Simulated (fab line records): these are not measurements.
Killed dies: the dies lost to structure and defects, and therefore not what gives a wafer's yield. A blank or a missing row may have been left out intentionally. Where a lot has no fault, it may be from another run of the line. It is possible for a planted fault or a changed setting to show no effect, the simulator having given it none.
2 desks looking at one fault | flow gf180mcu | only its own numbers are on each desk; what lay behind them is given at the end

## FOR THE TOOL OWNER'S DESK: implanter-02
GF_VT_IMPLANT_IMPLANT_41, tool's own readings: per-lot mean of the sampled wafers with a number, covering each lot this tool ran. Marked OUT: a lot whose mean sits more than 4 standard deviations from the usual mean, which makes it out of limits; the brackets give that distance.
Columns: A = dose_ions_cm2 at GF_VT_IMPLANT_IMPLANT_41, usual 1.013e+12; B = faraday_current_uA at GF_VT_IMPLANT_IMPLANT_41, usual 5.72
lot  | first seen here | A                           | B
L187 | day 8 08:16     | 1.012e+12                   | 5.73
L194 | day 10 08:02    | 1.014e+12                   | 5.78
L197 | day 11 05:23    | 4.934e+12 (+99 or more) OUT | 27.79 (+99 or more) OUT
L199 | day 12 00:07    | 4.936e+12 (+99 or more) OUT | 28.16 (+99 or more) OUT
This desk's finding: out of limits on L197, L199; first on L197, day 11 05:23 (dose_ions_cm2 at GF_VT_IMPLANT_IMPLANT_41). Within limits: L187, L194.

## METROLOGY DESK
What the gauges read, lot by lot, whatever tool the lot ran on: means of the sampled wafers that have a number. Marked OUT: a lot whose mean sits more than 4 standard deviations from the usual mean, which makes it out of limits; the brackets give that distance.
Columns: A = STI_CVD_23_THK at GF_STI_THK_MEAS_24, usual 651 nm; B = NWELL_OVL at GF_NWELL_OVL_MEAS_07, usual -0.4 nm; C = MVPSD_OVL at GF_MVPSD_OVL_MEAS_07, usual 0.5 nm; D = VT_IMPLANT_4_TW at GF_VT_IMPLANT_TW_MEAS_43, usual 692
lot  | first seen here | A   | B    | C    | D
L184 | day 2 02:34     | 645 | 0.4  | 1.5  | 687
L185 | day 2 09:11     | 644 | -0.7 | -1.5 | 703
L186 | day 2 14:34     | 647 | 1.1  | 1.5  | 685
L187 | day 2 19:34     | 651 | -0.7 | 0.1  | 701
L188 | day 3 00:34     | 645 | -2.2 | 1.3  | 683
L189 | day 3 05:41     | 656 | -1.2 | 0.9  | 689
L194 | day 4 07:53     | 644 | -1.3 | 1.1  | 686
L197 | day 5 00:05     | 661 | 0.2  | -0.4 | 1148 (+76) OUT
L199 | day 5 10:46     | 651 | -0.6 | 0.8  | 1148 (+76) OUT
L201 | day 5 19:18     | 652 | -2.1 | 1.2  | 690
L203 | day 6 08:40     | 646 | -1.6 | 1.3  | 686
L204 | day 6 10:52     | 644 | -1.5 | -0.6 | 694
L206 | day 6 21:16     | 647 | 0.3  | 0.9  | 685
L207 | day 7 01:27     | 658 | -1.4 | 0.7  | 685
Per this desk, out of limits: L197, L199; the first was L197, day 11 05:38 (VT_IMPLANT_4_TW at GF_VT_IMPLANT_TW_MEAS_43). Within limits: L184, L185, L186, L187, L188, L189, L194, L201, L203, L204, L206, L207.

## ALL TOGETHER
The tool owner's desk could have raised an alarm at day 11 05:23, on L197, L199.
On L197, L199, the metrology desk was in a position to raise an alarm at day 11 05:38.
The lots listed all ran GF_VT_IMPLANT_IMPLANT_41 on implanter-02.

## WHAT THE SIMULATOR PUT IN
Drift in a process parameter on implanter-02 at GF_VT_IMPLANT_IMPLANT_41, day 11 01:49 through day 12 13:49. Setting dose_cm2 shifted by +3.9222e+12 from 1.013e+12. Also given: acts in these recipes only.
Lots struck among those shown: L197, L199.
Counting hours from when the fault started, the first reading out of limits came at 4 for the tool owner's desk and at 4 for the metrology desk.
